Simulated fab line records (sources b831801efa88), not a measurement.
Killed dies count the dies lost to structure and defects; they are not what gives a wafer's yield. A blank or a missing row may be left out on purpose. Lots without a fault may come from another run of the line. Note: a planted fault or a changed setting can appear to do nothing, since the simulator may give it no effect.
The tool behind it: which one? || flow gf180mcu || 11 lots with 33 wafers sampled at 6 steps, on a route of 602 steps

## WHAT THE GAUGES READ, wafer by wafer
GF_STI_THK_MEAS_22.
{"lot": "L156", "measured": "day 3 00:08", "on": "film-metro-02", "STI_OXIDATION_01_THK (nm)": "14.8 14.7 14.7"}
{"lot": "L157", "measured": "day 3 04:26", "on": "film-metro-04", "STI_OXIDATION_01_THK (nm)": "15.0 14.8 14.8"}
{"lot": "L158", "measured": "day 3 10:53", "on": "film-metro-02", "STI_OXIDATION_01_THK (nm)": "14.8 15.4 15.1"}
{"lot": "L166", "measured": "day 5 09:07", "on": "film-metro-02", "STI_OXIDATION_01_THK (nm)": "14.6 14.4 14.4"}
{"lot": "L167", "measured": "day 5 09:08", "on": "film-metro-03", "STI_OXIDATION_01_THK (nm)": "14.9 14.5 14.9"}
{"lot": "L169", "measured": "day 5 18:15", "on": "film-metro-03", "STI_OXIDATION_01_THK (nm)": "15.2 15.1 15.5"}
{"lot": "L170", "measured": "day 5 23:49", "on": "film-metro-04", "STI_OXIDATION_01_THK (nm)": "14.5 14.5 14.5"}
{"lot": "L171", "measured": "day 6 08:01", "on": "film-metro-02", "STI_OXIDATION_01_THK (nm)": "14.7 14.7 14.7"}
{"lot": "L172", "measured": "day 6 13:33", "on": "film-metro-02", "STI_OXIDATION_01_THK (nm)": "14.7 14.8 14.8"}
{"lot": "L174", "measured": "day 7 01:41", "on": "film-metro-03", "STI_OXIDATION_01_THK (nm)": "14.6 14.6 14.6"}
{"lot": "L175", "measured": "day 7 09:50", "on": "film-metro-04", "STI_OXIDATION_01_THK (nm)": "14.9 15.1 14.9"}

GF_HV_LDD_THK_MEAS_57.
{"lot": "L156", "measured": "day 13 11:29", "on": "film-metro-03", "HV_LDD_CVD_56_THK (nm)": "89.5 90.4 90.1"}
{"lot": "L157", "measured": "day 13 18:40", "on": "film-metro-01", "HV_LDD_CVD_56_THK (nm)": "79.6 79.6 79.5"}
{"lot": "L158", "measured": "day 14 06:40", "on": "film-metro-04", "HV_LDD_CVD_56_THK (nm)": "81.4 81.4 81.0"}
{"lot": "L166", "measured": "day 17 08:15", "on": "film-metro-03", "HV_LDD_CVD_56_THK (nm)": "90.4 90.1 90.9"}
{"lot": "L167", "measured": "day 17 09:41", "on": "film-metro-01", "HV_LDD_CVD_56_THK (nm)": "89.4 89.9 89.6"}
{"lot": "L169", "measured": "day 17 22:11", "on": "film-metro-01", "HV_LDD_CVD_56_THK (nm)": "90.1 90.1 89.9"}
{"lot": "L170", "measured": "day 18 09:44", "on": "film-metro-01", "HV_LDD_CVD_56_THK (nm)": "90.3 89.7 89.8"}
{"lot": "L171", "measured": "day 19 01:10", "on": "film-metro-03", "HV_LDD_CVD_56_THK (nm)": "91.4 91.3 90.8"}
{"lot": "L172", "measured": "day 19 12:43", "on": "film-metro-01", "HV_LDD_CVD_56_THK (nm)": "90.9 90.0 90.6"}
{"lot": "L174", "measured": "day 20 00:40", "on": "film-metro-03", "HV_LDD_CVD_56_THK (nm)": "88.3 90.0 89.2"}
{"lot": "L175", "measured": "day 20 23:44", "on": "film-metro-01", "HV_LDD_CVD_56_THK (nm)": "89.2 89.1 89.4"}

GF_CONTACT_RS_MEAS_25: a four-point-probe measurement.
{"lot": "L156", "measured": "day 17 04:56", "on": "film-metro-03", "CONTACT_W_RS (ohm/sq)": "0.377 0.383 0.381"}
{"lot": "L157", "measured": "day 17 11:50", "on": "film-metro-01", "CONTACT_W_RS (ohm/sq)": "0.379 0.384 0.381"}
{"lot": "L158", "measured": "day 18 01:45", "on": "film-metro-01", "CONTACT_W_RS (ohm/sq)": "0.377 0.376 0.378"}
{"lot": "L166", "measured": "day 21 11:18", "on": "film-metro-04", "CONTACT_W_RS (ohm/sq)": "0.380 0.381 0.383"}
{"lot": "L167", "measured": "day 21 12:29", "on": "film-metro-01", "CONTACT_W_RS (ohm/sq)": "0.383 0.390 0.389"}
{"lot": "L169", "measured": "day 22 02:16", "on": "film-metro-04", "CONTACT_W_RS (ohm/sq)": "0.383 0.380 0.382"}
{"lot": "L170", "measured": "day 22 12:14", "on": "film-metro-03", "CONTACT_W_RS (ohm/sq)": "0.374 0.380 0.376"}
{"lot": "L171", "measured": "day 23 04:51", "on": "film-metro-03", "CONTACT_W_RS (ohm/sq)": "0.373 0.375 0.380"}
{"lot": "L172", "measured": "day 23 13:33", "on": "film-metro-03", "CONTACT_W_RS (ohm/sq)": "0.377 0.376 0.381"}
{"lot": "L174", "measured": "day 24 00:23", "on": "film-metro-04", "CONTACT_W_RS (ohm/sq)": "0.375 0.383 0.381"}
{"lot": "L175", "measured": "day 24 21:53", "on": "film-metro-01", "CONTACT_W_RS (ohm/sq)": "0.385 0.384 0.384"}

## WHAT TOOL EACH LOT RAN ON (gives the tool, then ch and the chambers of the sampled wafers, and finally the start)
{"lot": "L156", "GF_HV_LDD_RTA_52": "rtp-anneal-02 ch 0, day 13 07:34", "GF_HV_LDD_CVD_56": "lpcvd-01 ch 1, day 13 09:20", "GF_HV_LDD_ETCHBACK_58": "rie-diel-03 ch 0,1,3, day 13 11:32"}
{"lot": "L157", "GF_HV_LDD_RTA_52": "rtp-anneal-02 ch 0, day 13 15:58", "GF_HV_LDD_CVD_56": "lpcvd-01 ch 0, day 13 17:13", "GF_HV_LDD_ETCHBACK_58": "rie-diel-03 ch 1,2,3, day 13 18:42"}
{"lot": "L158", "GF_HV_LDD_RTA_52": "rtp-anneal-01 ch 0, day 14 03:58", "GF_HV_LDD_CVD_56": "lpcvd-01 ch 1, day 14 05:14", "GF_HV_LDD_ETCHBACK_58": "rie-diel-03 ch 0,2,3, day 14 06:43"}
{"lot": "L166", "GF_HV_LDD_RTA_52": "rtp-anneal-02 ch 0, day 17 05:34", "GF_HV_LDD_CVD_56": "lpcvd-01 ch 1, day 17 06:49", "GF_HV_LDD_ETCHBACK_58": "rie-diel-02 ch 0,1,3, day 17 08:18"}
{"lot": "L167", "GF_HV_LDD_RTA_52": "rtp-anneal-01 ch 0, day 17 05:46", "GF_HV_LDD_CVD_56": "lpcvd-02 ch 0, day 17 07:32", "GF_HV_LDD_ETCHBACK_58": "rie-diel-02 ch 0,1, day 17 09:44"}
{"lot": "L169", "GF_HV_LDD_RTA_52": "rtp-anneal-01 ch 0, day 17 19:08", "GF_HV_LDD_CVD_56": "lpcvd-01 ch 1, day 17 20:46", "GF_HV_LDD_ETCHBACK_58": "rie-diel-01 ch 0,2,3, day 17 22:15"}
{"lot": "L170", "GF_HV_LDD_RTA_52": "rtp-anneal-01 ch 0, day 18 07:02", "GF_HV_LDD_CVD_56": "lpcvd-01 ch 1, day 18 08:17", "GF_HV_LDD_ETCHBACK_58": "rie-diel-02 ch 0,1,3, day 18 09:46"}
{"lot": "L171", "GF_HV_LDD_RTA_52": "rtp-anneal-01 ch 0, day 18 22:28", "GF_HV_LDD_CVD_56": "lpcvd-02 ch 1, day 18 23:44", "GF_HV_LDD_ETCHBACK_58": "rie-diel-01 ch 0,2,3, day 19 01:13"}
{"lot": "L172", "GF_HV_LDD_RTA_52": "rtp-anneal-01 ch 0, day 19 10:01", "GF_HV_LDD_CVD_56": "lpcvd-02 ch 1, day 19 11:17", "GF_HV_LDD_ETCHBACK_58": "rie-diel-03 ch 0,2,3, day 19 12:46"}
{"lot": "L174", "GF_HV_LDD_RTA_52": "rtp-anneal-02 ch 0, day 19 21:01", "GF_HV_LDD_CVD_56": "lpcvd-01 ch 0, day 19 23:13", "GF_HV_LDD_ETCHBACK_58": "rie-diel-02 ch 1,3, day 20 00:43"}
{"lot": "L175", "GF_HV_LDD_RTA_52": "rtp-anneal-02 ch 0, day 20 19:46", "GF_HV_LDD_CVD_56": "lpcvd-01 ch 0, day 20 22:19", "GF_HV_LDD_ETCHBACK_58": "rie-diel-03 ch 1,2,3, day 20 23:48"}
- GF_HV_LDD_RTA_52: time 10 s.
- GF_HV_LDD_CVD_56: deposits Si3N4 from DCS/NH3, target thk 90 nm, time 1543 s.
- GF_HV_LDD_ETCHBACK_58: etches Si3N4 in CH3F/O2, stops on SiO2, time 100 s, target depth 90 nm.

## WHAT THE TOOLS THEMSELVES READ (means of the sampled wafers that have a number; where no wafer has one, the mark that the record gives instead)
GF_HV_LDD_RTA_52.
{"lot": "L156", "tool": "rtp-anneal-02", "lamp-power-pct (%)": 33.8, "wafer_temp_C_max": 1004.9}
{"lot": "L157", "tool": "rtp-anneal-02", "lamp-power-pct (%)": 33.7, "wafer_temp_C_max": 1004.9}
{"lot": "L158", "tool": "rtp-anneal-01", "lamp-power-pct (%)": 32.2, "wafer_temp_C_max": 1003.6}
{"lot": "L166", "tool": "rtp-anneal-02", "lamp-power-pct (%)": 33.8, "wafer_temp_C_max": 1004.1}
{"lot": "L167", "tool": "rtp-anneal-01", "lamp-power-pct (%)": 32.2, "wafer_temp_C_max": 1002.9}
{"lot": "L169", "tool": "rtp-anneal-01", "lamp-power-pct (%)": 32.2, "wafer_temp_C_max": 1003.0}
{"lot": "L170", "tool": "rtp-anneal-01", "lamp-power-pct (%)": 32.2, "wafer_temp_C_max": 1003.5}
{"lot": "L171", "tool": "rtp-anneal-01", "lamp-power-pct (%)": 32.3, "wafer_temp_C_max": 1003.0}
{"lot": "L172", "tool": "rtp-anneal-01", "lamp-power-pct (%)": 32.3, "wafer_temp_C_max": 1003.5}
{"lot": "L174", "tool": "rtp-anneal-02", "lamp-power-pct (%)": 33.8, "wafer_temp_C_max": 1004.2}
{"lot": "L175", "tool": "rtp-anneal-02", "lamp-power-pct (%)": 33.8, "wafer_temp_C_max": 1004.5}

GF_HV_LDD_CVD_56.
{"lot": "L156", "tool": "lpcvd-01", "spike-tc-centre-C (C)": 771.7, "spike-tc-lower-C (C)": 770.8, "spike-tc-top-C (C)": 781.9, "spike-tc-upper-C (C)": 769.4, "susceptor-temp-C (C)": 769.8, "zone-power-lower-pct (%)": 12.7}
{"lot": "L157", "tool": "lpcvd-01", "spike-tc-centre-C (C)": 764.6, "spike-tc-lower-C (C)": 764.2, "spike-tc-top-C (C)": 771.6, "spike-tc-upper-C (C)": 765.1, "susceptor-temp-C (C)": 764.3, "zone-power-lower-pct (%)": 15.5}
{"lot": "L158", "tool": "lpcvd-01", "spike-tc-centre-C (C)": 765.6, "spike-tc-lower-C (C)": 765.5, "spike-tc-top-C (C)": 775.1, "spike-tc-upper-C (C)": 764.0, "susceptor-temp-C (C)": 763.8, "zone-power-lower-pct (%)": 12.5}
{"lot": "L166", "tool": "lpcvd-01", "spike-tc-centre-C (C)": 771.5, "spike-tc-lower-C (C)": 771.7, "spike-tc-top-C (C)": 780.4, "spike-tc-upper-C (C)": 769.8, "susceptor-temp-C (C)": 770.4, "zone-power-lower-pct (%)": 12.6}
{"lot": "L167", "tool": "lpcvd-02", "spike-tc-centre-C (C)": 769.6, "spike-tc-lower-C (C)": 769.4, "spike-tc-top-C (C)": 786.1, "spike-tc-upper-C (C)": 769.6, "susceptor-temp-C (C)": 769.9, "zone-power-lower-pct (%)": 15.5}
{"lot": "L169", "tool": "lpcvd-01", "spike-tc-centre-C (C)": 771.7, "spike-tc-lower-C (C)": 771.4, "spike-tc-top-C (C)": 780.1, "spike-tc-upper-C (C)": 768.9, "susceptor-temp-C (C)": 769.8, "zone-power-lower-pct (%)": 12.6}
{"lot": "L170", "tool": "lpcvd-01", "spike-tc-centre-C (C)": 771.7, "spike-tc-lower-C (C)": 771.3, "spike-tc-top-C (C)": 780.9, "spike-tc-upper-C (C)": 770.3, "susceptor-temp-C (C)": 770.3, "zone-power-lower-pct (%)": 12.6}
{"lot": "L171", "tool": "lpcvd-02", "spike-tc-centre-C (C)": 769.7, "spike-tc-lower-C (C)": 769.5, "spike-tc-top-C (C)": 781.7, "spike-tc-upper-C (C)": 771.4, "susceptor-temp-C (C)": 769.9, "zone-power-lower-pct (%)": 12.9}
{"lot": "L172", "tool": "lpcvd-02", "spike-tc-centre-C (C)": 770.5, "spike-tc-lower-C (C)": 768.7, "spike-tc-top-C (C)": 780.0, "spike-tc-upper-C (C)": 770.8, "susceptor-temp-C (C)": 769.7, "zone-power-lower-pct (%)": 12.9}
{"lot": "L174", "tool": "lpcvd-01", "spike-tc-centre-C (C)": 770.2, "spike-tc-lower-C (C)": 770.3, "spike-tc-top-C (C)": 779.0, "spike-tc-upper-C (C)": 772.7, "susceptor-temp-C (C)": 769.9, "zone-power-lower-pct (%)": 16.0}
{"lot": "L175", "tool": "lpcvd-01", "spike-tc-centre-C (C)": 769.4, "spike-tc-lower-C (C)": 770.4, "spike-tc-top-C (C)": 777.3, "spike-tc-upper-C (C)": 771.5, "susceptor-temp-C (C)": 770.5, "zone-power-lower-pct (%)": 15.7}

GF_HV_LDD_ETCHBACK_58.
{"lot": "L156", "tool": "rie-diel-03", "bias-w (W)": 79.82, "ch3f-flow-sccm (sccm)": 40.03, "drypump-motor-current-A (A)": 5.4, "oes-product-au (a.u.)": 0.841, "throttle-valve-pct (%)": 10.563}
{"lot": "L157", "tool": "rie-diel-03", "bias-w (W)": 80.28, "ch3f-flow-sccm (sccm)": 39.84, "drypump-motor-current-A (A)": 5.5, "oes-product-au (a.u.)": 0.792, "throttle-valve-pct (%)": 10.546}
{"lot": "L158", "tool": "rie-diel-03", "bias-w (W)": 79.98, "ch3f-flow-sccm (sccm)": 40.06, "drypump-motor-current-A (A)": 5.6, "oes-product-au (a.u.)": 0.796, "throttle-valve-pct (%)": 10.552}
{"lot": "L166", "tool": "rie-diel-02", "bias-w (W)": 80.05, "ch3f-flow-sccm (sccm)": 39.92, "drypump-motor-current-A (A)": 5.9, "oes-product-au (a.u.)": 0.850, "throttle-valve-pct (%)": 10.557}
{"lot": "L167", "tool": "rie-diel-02", "bias-w (W)": 79.94, "ch3f-flow-sccm (sccm)": 39.99, "drypump-motor-current-A (A)": 5.6, "oes-product-au (a.u.)": 0.842, "throttle-valve-pct (%)": 10.556}
{"lot": "L169", "tool": "rie-diel-01", "bias-w (W)": 79.95, "ch3f-flow-sccm (sccm)": 40.06, "drypump-motor-current-A (A)": 6.2, "oes-product-au (a.u.)": 0.840, "throttle-valve-pct (%)": 10.555}
{"lot": "L170", "tool": "rie-diel-02", "bias-w (W)": 80.26, "ch3f-flow-sccm (sccm)": 40.02, "drypump-motor-current-A (A)": 5.9, "oes-product-au (a.u.)": 0.845, "throttle-valve-pct (%)": 10.557}
{"lot": "L171", "tool": "rie-diel-01", "bias-w (W)": 80.07, "ch3f-flow-sccm (sccm)": 40.12, "drypump-motor-current-A (A)": 6.3, "oes-product-au (a.u.)": 0.850, "throttle-valve-pct (%)": 10.560}
{"lot": "L172", "tool": "rie-diel-03", "bias-w (W)": 79.85, "ch3f-flow-sccm (sccm)": 40.02, "drypump-motor-current-A (A)": 5.6, "oes-product-au (a.u.)": 0.846, "throttle-valve-pct (%)": 10.568}
{"lot": "L174", "tool": "rie-diel-02", "bias-w (W)": 79.93, "ch3f-flow-sccm (sccm)": 39.87, "drypump-motor-current-A (A)": 6.1, "oes-product-au (a.u.)": 0.837, "throttle-valve-pct (%)": 10.550}
{"lot": "L175", "tool": "rie-diel-03", "bias-w (W)": 80.15, "ch3f-flow-sccm (sccm)": 39.97, "drypump-motor-current-A (A)": 5.5, "oes-product-au (a.u.)": 0.844, "throttle-valve-pct (%)": 10.566}

## THE ANSWER, worked out from the rows above alone
Rule: the lots themselves supply what counts as usual. Put in order of their means at a reading, lots are off if they are a third of the lots or fewer, leave a main group of 4 or more, and stand apart from it by a gap of 3 or more times the standard deviation of the main group's means; of several such gaps the widest counts. If all means in a main group match to the digits the tables above print for the reading, that group is not used. A lot without any number at a reading at which 4 lots or more have one is off too. All remaining lots with rows at the step are treated as sound. After the gauges, taken in route order, come the tools' own readings; for these a lot's mean is taken, as printed above. At the first step where some lot is off, the reading lying furthest off is the one used; lots without a number count as furthest.
Off: at GF_HV_LDD_THK_MEAS_57 (HV_LDD_CVD_56_THK), L157, L158. For the main group the mean is 90.0 nm and the standard deviation 0.6.
A tool fits if, at a process step before that reading, it ran every lot that is off, and no sound lot after the first of them. Not tried: the gauges at GF_HV_LDD_THK_MEAS_57; whatever is off there is also off at GF_HV_LDD_CVD_56, on other tools, and gauge error can't account for it. No candidate that was tried fits.

## WHAT THE SIMULATOR PUT IN
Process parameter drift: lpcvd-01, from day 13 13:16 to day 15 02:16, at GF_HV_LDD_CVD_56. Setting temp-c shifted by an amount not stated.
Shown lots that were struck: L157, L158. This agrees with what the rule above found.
